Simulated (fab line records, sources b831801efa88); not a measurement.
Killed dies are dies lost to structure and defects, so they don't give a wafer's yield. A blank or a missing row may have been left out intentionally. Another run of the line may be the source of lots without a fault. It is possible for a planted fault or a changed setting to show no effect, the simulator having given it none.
Which tool did it? + flow sky130 + 13 lots, 39 wafers sampled, at 5 steps of a route of 708

WHAT THE GAUGES SHOWED, per wafer
SKY_VT_ADJUST_PCH_TW_MEAS_10. Usual: VT_ADJUST_PCH_TW 142.0, standard deviation 2.1.
| lot  | measured     | on            | VT_ADJUST_PCH_TW  | flag |
|------|--------------|---------------|-------------------|------|
| L909 | day 10 14:18 | film metro-01 | 143.8 143.8 144.4 |      |
| L911 | day 10 21:25 | film metro-01 | 143.7 144.5 144.2 |      |
| L914 | day 11 23:59 | film metro-01 | 144.5 144.1 143.4 |      |
| L915 | day 12 07:10 | film metro-04 | 142.4 142.9 142.8 |      |
| L916 | day 12 15:08 | film metro-01 | 143.0 143.9 142.9 |      |
| L917 | day 12 21:35 | film metro-01 | 143.7 143.7 143.5 |      |
| L919 | day 13 18:37 | film metro-01 | 143.8 143.6 143.3 |      |
| L920 | day 13 19:07 | film metro-02 | 138.3 139.5 138.1 |      |
| L921 | day 14 06:47 | film metro-01 | 143.0 143.2 143.4 |      |
| L922 | day 14 14:23 | film metro-01 | 144.9 144.3 144.7 |      |
| L924 | day 15 02:44 | film metro-02 | 139.8 139.4 139.9 |      |
| L925 | day 15 13:20 | film metro-02 | 139.9 140.4 140.2 |      |
| L927 | day 16 02:44 | film metro-02 | 139.4 139.8 138.9 |      |

SKY_SONOS_TUNNEL_CD_MEAS_07: target cd 410 nm. Usual: cd nm at 410.4 nm, with a standard deviation of 2.
| lot  | measured     | on        | cd nm (nm)        | flag |
|------|--------------|-----------|-------------------|------|
| L909 | day 11 13:32 | cd sem-02 | 410.1 409.9 410.4 |      |
| L911 | day 11 20:01 | cd sem-02 | 409.5 410.3 411.3 |      |
| L914 | day 13 00:03 | cd sem-01 | 408.6 411.1 411.1 |      |
| L915 | day 13 07:26 | cd sem-01 | 409.7 411.4 411.1 |      |
| L916 | day 13 16:09 | cd sem-02 | 414.1 412.2 413.0 |      |
| L917 | day 13 23:11 | cd sem-01 | 406.7 408.7 408.6 |      |
| L919 | day 14 21:01 | cd sem-02 | 413.6 413.8 413.5 |      |
| L920 | day 14 21:32 | cd sem-02 | 409.1 407.5 406.3 |      |
| L921 | day 15 09:02 | cd sem-01 | 407.2 407.3 406.9 |      |
| L922 | day 15 16:35 | cd sem-01 | 411.1 412.2 410.2 |      |
| L924 | day 16 06:03 | cd sem-01 | 407.6 407.2 408.0 |      |
| L925 | day 16 17:31 | cd sem-02 | 410.9 409.2 408.7 |      |
| L927 | day 17 06:52 | cd sem-01 | 411.1 409.2 413.0 |      |

SKY_GATE_OXIDE_TW_MEAS_14. Usual: GATE_OXIDE_TW 222.8, standard deviation 2.3.
| lot  | measured     | on            | GATE_OXIDE_TW     | flag |
|------|--------------|---------------|-------------------|------|
| L909 | day 13 22:59 | film metro-04 | 223.4 224.3 225.4 |      |
| L911 | day 14 10:59 | film metro-03 | 223.7 223.3 222.2 |      |
| L914 | day 15 13:08 | film metro-03 | 223.2 222.0 223.7 |      |
| L915 | day 15 21:25 | film metro-03 | 224.0 223.4 223.6 |      |
| L916 | day 16 04:10 | film metro-02 | 219.4 218.8 218.5 |      |
| L917 | day 16 13:58 | film metro-02 | 219.6 219.0 220.4 |      |
| L919 | day 17 11:46 | film metro-03 | 224.0 223.8 223.0 |      |
| L920 | day 17 15:13 | film metro-02 | 220.3 221.0 221.2 |      |
| L921 | day 18 02:37 | film metro-04 | 225.9 226.5 225.2 |      |
| L922 | day 18 12:33 | film metro-04 | 225.0 226.1 225.9 |      |
| L924 | day 19 02:51 | film metro-02 | 221.3 220.7 221.1 |      |
| L925 | day 19 15:04 | film metro-02 | 269.7 270.0 271.4 | OFF  |
| L927 | day 20 06:40 | film metro-02 | 268.3 269.2 268.0 | OFF  |

WHAT TOOL EACH LOT RAN ON (gives the tool, then ch and the chambers of the sampled wafers, and finally the start)
| lot  | SKY_VT_ADJUST_PCH_STRIP_09           | SKY_GATE_OXIDE_IMPLANT_11       |
|------|--------------------------------------|---------------------------------|
| L909 | plasma asher-03 ch 0,1, day 10 14:13 | implanter-02 ch 0, day 13 22:40 |
| L911 | plasma asher-02 ch 0,1, day 10 21:19 | implanter-03 ch 0, day 14 10:39 |
| L914 | plasma asher-02 ch 0,1, day 11 23:53 | implanter-02 ch 0, day 15 12:47 |
| L915 | plasma asher-02 ch 0,1, day 12 07:04 | implanter-02 ch 0, day 15 21:05 |
| L916 | plasma asher-01 ch 0,1, day 12 15:02 | implanter-02 ch 0, day 16 03:49 |
| L917 | plasma asher-02 ch 0,1, day 12 21:28 | implanter-04 ch 0, day 16 13:38 |
| L919 | plasma asher-02 ch 0,1, day 13 18:31 | implanter-04 ch 0, day 17 11:25 |
| L920 | plasma asher-03 ch 0,1, day 13 19:01 | implanter-04 ch 0, day 17 14:52 |
| L921 | plasma asher-01 ch 0,1, day 14 06:41 | implanter-04 ch 0, day 18 02:16 |
| L922 | plasma asher-01 ch 0,1, day 14 14:17 | implanter-02 ch 0, day 18 12:14 |
| L924 | plasma asher-01 ch 0,1, day 15 02:38 | implanter-03 ch 0, day 19 02:33 |
| L925 | plasma asher-01 ch 0,1, day 15 13:14 | implanter-02 ch 0, day 19 14:25 |
| L927 | plasma asher-03 ch 0,1, day 16 02:40 | implanter-02 ch 0, day 20 06:02 |
- SKY_VT_ADJUST_PCH_STRIP_09: strips in O2/N2.
- SKY_GATE_OXIDE_IMPLANT_11

AS READ BY THE TOOLS THEMSELVES (means over the sampled wafers that have a number; for cases with no such wafer, the mark the record gives instead)
SKY_VT_ADJUST_PCH_STRIP_09. Usual: drypump motor current A 5.79 A, standard deviation 0.28; o2 flow sccm 3000 sccm, standard deviation 8.1; oes product au 0.722 a.u., standard deviation 0.0047; strip time to endpoint s 36.85 s, standard deviation 0.09.
| lot  | tool            | drypump motor current A (A) | o2 flow sccm (sccm) | oes product au (a.u.) | strip time to endpoint s (s) | flag |
|------|-----------------|-----------------------------|---------------------|-----------------------|------------------------------|------|
| L909 | plasma asher-03 | 6.34                        | 2994                | 0.725                 | 36.79                        |      |
| L911 | plasma asher-02 | 5.56                        | 2998                | 0.718                 | 36.89                        |      |
| L914 | plasma asher-02 | 5.54                        | 3009                | 0.725                 | 36.77                        |      |
| L915 | plasma asher-02 | 5.56                        | 2996                | 0.721                 | 36.86                        |      |
| L916 | plasma asher-01 | 5.83                        | 2992                | 0.723                 | 36.81                        |      |
| L917 | plasma asher-02 | 5.54                        | 2998                | 0.723                 | 36.90                        |      |
| L919 | plasma asher-02 | 5.53                        | 2986                | 0.726                 | 36.78                        |      |
| L920 | plasma asher-03 | 6.19                        | 3002                | 0.726                 | 36.85                        |      |
| L921 | plasma asher-01 | 5.84                        | 3008                | 0.721                 | 36.92                        |      |
| L922 | plasma asher-01 | 5.82                        | 2994                | 0.720                 | 36.81                        |      |
| L924 | plasma asher-01 | 5.78                        | 2998                | 0.725                 | 36.91                        |      |
| L925 | plasma asher-01 | 5.82                        | 3002                | 0.726                 | 36.96                        |      |
| L927 | plasma asher-03 | 6.33                        | 3002                | 0.722                 | 36.92                        |      |

THE ANSWER, worked out from the rows above alone
Rule: lot off if the mean of its wafers having a number is beyond 3 standard deviations from the usual mean. Also off: a lot with no number at a reading for which 4 or more lots have one. Any other lot the step has rows for is counted as sound. First the gauges in route order, then the tools' own readings, where a lot's mean is used as printed above. At the first step where some lot is off, the reading lying furthest off is the one used; lots without a number count as furthest.
Off: at SKY_GATE_OXIDE_TW_MEAS_14 (GATE_OXIDE_TW), L925, L927.
A tool fits if, at a process step before that reading, it ran every lot that is off, and no sound lot after the first of them. The gauges at SKY_GATE_OXIDE_TW_MEAS_14 are tried like those tools. This does not decide it: 2 tools fit, namely implanter-02 at SKY_GATE_OXIDE_IMPLANT_11 and film metro-02 at SKY_GATE_OXIDE_TW_MEAS_14.

WHAT THE SIMULATOR HAD PUT IN
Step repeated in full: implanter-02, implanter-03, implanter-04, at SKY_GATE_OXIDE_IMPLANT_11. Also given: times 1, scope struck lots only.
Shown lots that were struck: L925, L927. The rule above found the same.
